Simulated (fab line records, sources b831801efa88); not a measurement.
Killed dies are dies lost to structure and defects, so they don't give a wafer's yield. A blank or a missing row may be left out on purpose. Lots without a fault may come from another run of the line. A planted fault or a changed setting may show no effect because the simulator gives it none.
fab line records | flow gf180mcu | part 2 of 2: steps 30 to 36 of 36
record lots=5 wafers=15 last_day=34
route steps=602 shown M2@379 V2@382 M3@409
lots that met no fault: from a run of the same line without faults
start_h: hours from the record's first day to the start of the lot's first wafer shown | wait_h: hours since the lot's step before | " the same as in the row above | L1.1+2: a row that stands for several wafers | - no value, or no start given | * or withheld: withheld | < > ~ a bound
route shown NAME@n: a module of which the file shows steps, and the number in the route of the first | usual: mean/standard deviation of fault-free wafers | same: alike in all rows | chamber/n: place in a boat | sites: the reading at each site | _std_site: their standard deviation | _edge_site: outer sites' mean less inner sites' | radius_mm: how far each site lies from the wafer's centre | mask NAME#n: copy n | behind: the tool/chamber that last shaped the wafer | hold: why the lot was held/for how many hours/how that ended | device: the transistor (n, p or np) that didn't switch | end of line: the same wafers' tests at the end of the route | a step without rows: its recipe alone | killed: dies lost to structure and defects at the first sort, not the wafer's yield | map: a wafer's dies, x killed, . not, _ none there
set.NAME: the setting as run; set.NAME@STEP: as run at that earlier step | model.NAME: the simulator's own value behind a step, which no gauge read
lots at some steps of the route; a table a step, a row a wafer
services: from which hour (start_h, from the record's first day; less than 0 if before it) a tool's chamber was out of use, for how many hours, and why
## steps
# step GF_V2_CMP_26
# recipe stop_on=SiO2 down_force_psi=3.5 platen_rpm=60 t_overpolish_s=15 target_thk_nm=0 pad_velocity_m_s=0.94248
# usual edge_zone_pressure_frac=1.000/0.0055 motor_current_A=10.7/1 overpolish_run_s=15.001/0.0091 time_to_endpoint_s=83/3.5
# columns lot.wafer tool chamber start_h wait_h edge_zone_pressure_frac motor_current_A overpolish_run_s time_to_endpoint_s
L082.3 cmp-02 3 528.48 0.0 0.998 9.8 14.993 82
L082.1 " 1 " " 0.992 10.9 15.005 79
L082.6 " 0 " " 0.994 12.6 14.989 79
L083.3 cmp-01 2 545.50 0.1 0.998 10.3 15.008 80
L083.2 " 3 " " 1.005 10.8 15.007 85
L083.5 " 1 " " 1.007 9.5 15.008 80
L086.1 cmp-02 2 569.81 0.1 1.000 10.6 14.998 83
L086.4 " 3 " " 0.997 9.4 15.005 80
L086.6 " 0 " " 1.000 12.9 14.994 82
L087.3 cmp-02 1 584.23 0.0 1.006 10.6 14.997 80
L087.4 " 3 " " 1.004 9.5 15.013 88
L087.6 " 2 " " 0.998 10.9 15.011 86
L097.1 cmp-02 0 648.86 0.1 0.997 12.8 15.007 89
L097.2 " 1 " " 0.997 10.2 15.012 84
L097.3 " 2 " " 0.992 10.6 15.006 88
# step GF_M3_SPUTTER_00
# recipe material=Ti target_thk_nm=37.5 arriving_ion_energy_ev=80 substrate_temp_c=200 chamber_pressure_pa=2 power_w=4000 time_s=150
# usual cathode_dc_power_W=4000.1/0.68 throttle_valve_pct=30.2/0.9
# columns lot.wafer tool chamber start_h wait_h cathode_dc_power_W throttle_valve_pct
L082.1 pvd_sputter-04 - 528.78 0.1 4000.4 29.9
L082.3 " - " " 3999.1 31.4
L082.6 " - " " 3999.6 29.7
L083.2 pvd_sputter-01 - 545.70 0.1 3999.9 30.2
L083.3 " - " " 4001.0 30.4
L083.5 " - " " 4000.1 30.0
L086.1 pvd_sputter-02 - 570.01 0.1 4000.3 30.0
L086.4 " - " " 4000.4 31.6
L086.6 " - " " 4000.4 29.5
L087.3 pvd_sputter-01 - 584.53 0.2 4000.3 30.1
L087.4 " - " " 4000.4 30.6
L087.6 " - " " 4000.8 30.2
L097.1 pvd_sputter-04 - 649.11 0.2 4000.5 28.8
L097.2 " - " " 4000.1 30.8
L097.3 " - " " 4000.3 30.1
# step GF_M3_SPUTTER_01
# recipe material=TiN target_thk_nm=30 power_w=6500 time_s=25 chamber_pressure_pa=0.4
# usual cathode_dc_power_W=6499.9/1.3 throttle_valve_pct=30.2/0.88
# columns lot.wafer tool chamber start_h wait_h cathode_dc_power_W throttle_valve_pct
L082.1 pvd_sputter-04 - 528.88 0.1 6500.8 30.2
L082.3 " - " " 6500.3 31.2
L082.6 " - " " 6499.1 29.8
L083.2 pvd_sputter-01 - 545.80 0.1 6498.3 30.1
L083.3 " - " " 6499.4 30.2
L083.5 " - " " 6499.0 30.2
L086.1 pvd_sputter-02 - 570.11 0.1 6500.0 30.1
L086.4 " - " " 6499.7 31.4
L086.6 " - " " 6498.6 29.3
L087.3 pvd_sputter-01 - 584.63 0.1 6499.7 30.1
L087.4 " - " " 6500.9 30.3
L087.6 " - " " 6499.3 29.9
L097.1 pvd_sputter-04 - 649.21 0.1 6499.4 29.1
L097.2 " - " " 6499.2 31.4
L097.3 " - " " 6501.1 29.9
# step GF_M3_SPUTTER_02
# recipe material=AlCu target_thk_nm=450 power_w=10600 time_s=23.9 chamber_pressure_pa=0.4
# usual cathode_dc_power_W=10600/2 throttle_valve_pct=30.2/0.89
# columns lot.wafer tool chamber start_h wait_h cathode_dc_power_W throttle_valve_pct
L082.1 pvd_sputter-04 - 528.91 0.0 10597 30.1
L082.3 " - " " 10601 31.4
L082.6 " - " " 10601 30.1
L083.2 pvd_sputter-01 - 545.83 0.0 10599 30.0
L083.3 " - " " 10598 30.2
L083.5 " - " " 10604 29.8
L086.1 pvd_sputter-02 - 570.14 0.0 10601 30.1
L086.4 " - " " 10597 31.5
L086.6 " - " " 10597 29.6
L087.3 pvd_sputter-01 - 584.66 0.0 10599 30.2
L087.4 " - " " 10603 30.5
L087.6 " - " " 10598 30.0
L097.1 pvd_sputter-04 - 649.24 0.0 10601 28.7
L097.2 " - " " 10599 31.2
L097.3 " - " " 10601 30.1
# step GF_M3_SPUTTER_03
# recipe material=Ti target_thk_nm=10 substrate_temp_c=300 chamber_pressure_pa=0.3 power_w=3000 time_s=6.7
# usual cathode_dc_power_W=3000.0/0.56 throttle_valve_pct=30.2/0.91
# columns lot.wafer tool chamber start_h wait_h cathode_dc_power_W throttle_valve_pct
L082.1 pvd_sputter-04 - 528.94 0.0 2999.4 29.9
L082.3 " - " " 3000.3 31.2
L082.6 " - " " 3000.1 30.2
L083.2 pvd_sputter-01 - 545.86 0.0 3000.4 29.8
L083.3 " - " " 3000.2 30.3
L083.5 " - " " 3001.8 29.9
L086.1 pvd_sputter-02 - 570.17 0.0 3000.6 29.8
L086.4 " - " " 2999.9 31.6
L086.6 " - " " 3000.2 29.6
L087.3 pvd_sputter-01 - 584.69 0.0 3000.7 30.1
L087.4 " - " " 3000.5 30.4
L087.6 " - " " 2999.8 30.1
L097.1 pvd_sputter-04 - 649.27 0.0 3000.2 28.8
L097.2 " - " " 2999.5 31.1
L097.3 " - " " 2999.7 30.0
# step GF_M3_SPUTTER_04
# recipe material=TiN target_thk_nm=50 power_w=6500 time_s=41.7 chamber_pressure_pa=0.4
# usual cathode_dc_power_W=6499.9/1.2 throttle_valve_pct=30.2/0.89
# columns lot.wafer tool chamber start_h wait_h cathode_dc_power_W throttle_valve_pct
L082.1 pvd_sputter-04 - 528.96 0.0 6501.7 30.3
L082.3 " - " " 6502.5 31.1
L082.6 " - " " 6501.8 30.2
L083.2 pvd_sputter-01 - 545.88 0.0 6501.3 30.4
L083.3 " - " " 6499.9 30.2
L083.5 " - " " 6501.0 30.0
L086.1 pvd_sputter-02 - 570.19 0.0 6500.8 30.1
L086.4 " - " " 6502.4 31.3
L086.6 " - " " 6501.3 29.3
L087.3 pvd_sputter-01 - 584.71 0.0 6498.4 29.8
L087.4 " - " " 6500.7 30.3
L087.6 " - " " 6500.6 30.1
L097.1 pvd_sputter-04 - 649.29 0.0 6500.0 28.7
L097.2 " - " " 6501.0 31.1
L097.3 " - " " 6499.8 29.8
# step GF_M3_RS_MEAS_05
# recipe thk_meas_gauge=four-point-probe reads=TiN_of_M3_SPUTTER_04+Ti_of_M3_SPUTTER_03+AlCu_of_M3_SPUTTER_02+TiN_of_M3_SPUTTER_01+Ti_of_M3_SPUTTER_00
# usual M3_ALCU_RS=0.0697/0.00083
# columns lot.wafer tool chamber start_h wait_h M3_ALCU_RS[ohm/sq]
L082.1 film_metro-01 - 529.00 0.0 0.0706
L082.3 " - " " 0.0706
L082.6 " - " " 0.0713
L083.2 film_metro-01 - 545.94 0.0 0.0685
L083.3 " - " " 0.0684
L083.5 " - " " 0.0683
L086.1 film_metro-01 - 570.23 0.0 0.0693
L086.4 " - " " 0.0699
L086.6 " - " " 0.0707
L087.3 film_metro-01 - 584.79 0.1 0.0707
L087.4 " - " " 0.0693
L087.6 " - " " 0.0692
L097.1 film_metro-02 - 649.33 0.0 0.0706
L097.2 " - " " 0.0714
L097.3 " - " " 0.0714
## services
# columns tool chamber start_h hours kind
pvd_sputter-03 - 481.06 3.0 repair
krf_scanner-01 - 481.65 0.3 repair
rie_diel-01 3 485.54 9.6 repair
krf_scanner-01 - 494.11 0.1 repair
cmp-02 - 499.08 1.5 repair
krf_scanner-01 - 499.16 1.3 pm
plasma_asher-01 - 506.92 3.2 repair
pvd_sputter-02 - 533.96 1.3 repair
rie_diel-03 3 534.96 5.5 repair
hdpcvd-02 - 539.25 15.0 pm
cmp-02 - 544.01 0.6 repair
krf_scanner-01 - 544.66 0.6 repair
wet_bench-04 - 563.68 1.9 pm
wet_bench-02 - 565.67 2.1 repair
cmp-02 - 577.39 2.5 repair
pvd_sputter-01 - 583.79 0.5 repair
plasma_asher-01 - 587.64 2.8 pm
rie_diel-01 3 600.71 12.8 repair
rie_diel-01 0 604.51 5.0 repair
rie_diel-01 - 605.43 2.1 repair
cmp-02 - 608.44 3.8 repair
pvd_sputter-03 - 615.18 11.3 repair
pvd_sputter-01 - 618.44 1.8 repair
wet_bench-04 - 637.03 2.8 repair
